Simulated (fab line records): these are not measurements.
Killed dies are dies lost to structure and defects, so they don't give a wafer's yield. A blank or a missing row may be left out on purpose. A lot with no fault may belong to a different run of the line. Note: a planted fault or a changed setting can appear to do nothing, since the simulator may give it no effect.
A lot that was struck, set against a sound lot -- flow sky130 -- 18 steps out of a route of 708
Sound: wafers L738.1, L738.3, L738.6. Wafers L747.1, L747.3, L747.5 were the ones struck. At the end, the cause is stated.
Each step with rows lists, per side, the tool, then ch with its chambers, then its first start. Under that, the readings that differ: sound wafers -- struck wafers -- difference of the means -- sigmas: that difference in standard deviations of wafers without a fault.
alike: same words and numbers on both sides, and readings whose means sit less than 2 such deviations apart. not compared: any withheld reading, any reading some wafer has no value for, any bound like >300 that may hide the same value, and any number with overlapping values for which the record gives no deviation.
Wherever a step has rows on one side only, a row that says differs or no value, or a row with sigmas, the two part there. When numbers do not overlap yet have no deviation, they are printed without sigmas and do not part them. Lack of a reading on every wafer of one side parts them only where that side has two or more wafers.

first, 1 step without rows for these wafers: SKY_PWDE_IMPLANT_08.
SKY_PWDE_STRIP_09: strips in O2/N2.
  sound on plasma-asher-04 ch 0, day 4 03:23; struck on plasma-asher-03 ch 1, day 6 04:22
reading,sound,struck,difference,sigmas
n2-flow-sccm (sccm),300.9 301.2 300.8,299.0 299.5 298.9,-1.8,-2
strip-time-to-endpoint-s (s),36.98 36.95 37.07,36.78 36.83 36.83,-0.19,-2
  alike: chamber-pressure-mTorr, drypump-motor-current-A, oes-product-au
  not compared: rf-hours-counter-h
SKY_PWDE_TW_MEAS_10:
  sound on film-metro-02, day 4 03:29; struck on film-metro-01, day 6 04:28
  alike: PWDE_TW
then, 7 steps without rows for these wafers: SKY_NWELL_DEHYDRATE_03 (time 60 s); SKY_NWELL_HMDS_04 (prime time 60 s); SKY_NWELL_COAT_05 (resist thk 3000 nm); SKY_NWELL_SOFTBAKE_06; SKY_NWELL_EXPOSE_07 (exposes mask NWM, target cd 840 nm); SKY_NWELL_PEB_08; SKY_NWELL_DEVELOP_09 (develop time 60 s).
SKY_NWELL_OVL_MEAS_10:
  sound on overlay-02, day 4 19:47; struck on overlay-01, day 6 23:04
  alike: NWELL_00_OVL
after that, 1 step had no rows for these wafers: SKY_NWELL_IMPLANT_11.
SKY_NWELL_IMPLANT_12:
  sound on implanter-02 ch 0, day 4 19:59; struck on implanter-03 ch 0, day 6 23:15
reading,sound,struck,difference,sigmas
implant-ion-amu,31 31 31,75 75 75,+44,
model.implant.rp-nm (nm),149.8 149.8 149.8,68.67 68.67 68.67,-81.13,
  alike: beam-energy-keV
after that, 1 step had no rows for these wafers: SKY_NWELL_IMPLANT_13.
SKY_NWELL_STRIP_14: strips in O2/N2.
  sound on plasma-asher-04 ch 0,1, day 4 20:17; struck on plasma-asher-04 ch 0,1, day 6 23:33
  alike: chamber-pressure-mTorr, drypump-motor-current-A, n2-flow-sccm, oes-product-au, strip-time-to-endpoint-s
  not compared: rf-hours-counter-h
SKY_NWELL_TW_MEAS_15:
  sound on film-metro-04, day 4 20:23; struck on film-metro-04, day 6 23:39
reading,sound,struck,difference,sigmas
NWELL_TW,1799 1795 1799,1832 1827 1834,+33,+2
then, 1 step without rows for these wafers: SKY_NWELL_DEHYDRATE_16 (time 60 s).
-- the record jumps here: 41 days lie between the struck wafers' starts before and after (it left off in module NWELL and takes up again in module PAD_OPEN, whose first step shown is number 708 of the route) --
SKY_PAD_OPEN_PROBE_99:
  sound on prober-02, day 45 19:32; struck on prober-01, day 48 07:41
reading,sound,struck,difference,sigmas
killed-at-contacts,20 23 12,36 26 26,+11,+2
model.etest.nfet_16v.r-on-ohm-um,1.414e+04 1.408e+04 1.404e+04,1.343e+04 1.335e+04 1.342e+04,-6.867e+02,
model.etest.tip-p.rs-ohm-sq,6837 6853 6863,7446 7453 7523,+623,
model.etest.pfet_16v.r-on-ohm-um,1.472e+04 1.463e+04 1.465e+04,1.59e+04 1.542e+04 1.593e+04,+1.08e+03,
model.etest.pfet-g5v0d10v5.r-on-ohm-um,4735 4740 4751,5327 5292 5384,+592,
model.etest.pfet_01v8.r-on-ohm-um,2947 2866 2947,3186 3185 3220,+277,
model.etest.tip_p_5v.rs-ohm-sq,2872 2867 2856,2899 2909 2909,+41,
model.etest.pfet-g5v0d10v5.drive-ua-um,344.1 340.7 342.7,306.5 306.2 303.1,-37.2,
model.etest.pfet_01v8_lvt.drive-ua-um,174.3 176.7 172.7,136.6 136.6 134.7,-38.6,
  alike: killed_at_M0_to_M3, killed_at_M4_up, killed-at-front-end, killed-at-other, killed-dies, killed-open, killed-short

WHERE THEY PART
Earliest at SKY_PWDE_STRIP_09; latest, in this record, at SKY_PAD_OPEN_PROBE_99.

WHY: what had been put in by the simulator
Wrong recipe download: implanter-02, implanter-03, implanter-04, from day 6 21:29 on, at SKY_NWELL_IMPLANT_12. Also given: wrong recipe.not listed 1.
